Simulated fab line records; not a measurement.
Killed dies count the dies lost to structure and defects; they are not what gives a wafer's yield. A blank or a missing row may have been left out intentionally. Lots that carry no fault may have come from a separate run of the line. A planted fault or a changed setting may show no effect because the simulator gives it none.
Matching of chambers    flow sky130    cmp-01 running SKY_VIA3_CMP_24: 4 sister chambers
The step polishes, stops on SiO2, t overpolish 20 s, target thk 0 nm. 16 wafers are shown with their chamber, then 8 later ones without.

## EACH WAFER AND ITS CHAMBER
wafer   chamber  motorCurrentA (A)  timeToEndpointS (s)  overpolishRunS (s)
L707.3  1        11.7               97                   20.005
L707.5  0        11.0               97                   20.006
L707.6  1        11.4               100                  20.002
L709.2  3        11.1               98                   20.009
L709.4  2        10.8               95                   19.993
L709.6  1        11.9               96                   19.995
L710.1  3        10.5               100                  19.993
L710.4  1        11.4               95                   19.993
L710.5  0        11.4               98                   20.007
L713.1  0        10.9               93                   19.994
L713.3  2        11.0               96                   20.011
L713.4  1        11.7               92                   19.993
L723.1  0        11.8               96                   19.999
L723.4  1        11.4               100                  19.997
L723.5  3        10.9               99                   20.003
L727.3  0        11.8               99                   19.998

SIGNATURES, as means of the wafers listed above
reading          chamber 0  chamber 1  chamber 2  chamber 3  scatter within a chamber
motorCurrentA    11.380     11.583     10.900     10.833     0.311
timeToEndpointS  96.60      96.67      95.50      99.00      2.43
overpolishRunS   20.00080   19.99750   20.00200   20.00167   0.0067
Rule: a wafer's distance from a chamber is the root of the sum, over the readings, of the square of ((its reading less the chamber's mean) divided by the reading's scatter). If the next closest chamber is less than 2 further off than the closest, the wafer can't be placed; otherwise it belongs to the closest. The scatter: take each reading less its chamber's mean, square it, sum over the shown wafers, divide by the number of wafers less the number of chambers, and take the root.

## WAFERS WITHOUT THEIR CHAMBER
wafer   motorCurrentA (A)  timeToEndpointS (s)  overpolishRunS (s)
L727.4  11.3               99                   20.009
L727.6  11.3               98                   20.010
L728.1  10.8               96                   20.008
L728.3  11.3               98                   20.007
L728.6  11.2               98                   19.999
L729.2  11.8               97                   19.993
L729.3  11.9               100                  19.991
L729.4  11.2               101                  19.990

## THE CHAMBER EACH PASSED THROUGH
wafer   from the rows above                in truth
L727.4  can't be placed: 0 or 3 or 1 or 2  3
L727.6  can't be placed: 0 or 3 or 2 or 1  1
L728.1  can't be placed: 2 or 3 or 0       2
L728.3  can't be placed: 0 or 3 or 1 or 2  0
L728.6  can't be placed: 0 or 3 or 1 or 2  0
L729.2  can't be placed: 1 or 0            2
L729.3  can't be placed: 1 or 0 or 3       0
L729.4  can't be placed: 3 or 1 or 0 or 2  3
Correct placement for 0 of the 8. Unplaceable from these rows: 8, with the true chamber sitting among the candidates in 7. Wrongly placed: 0.
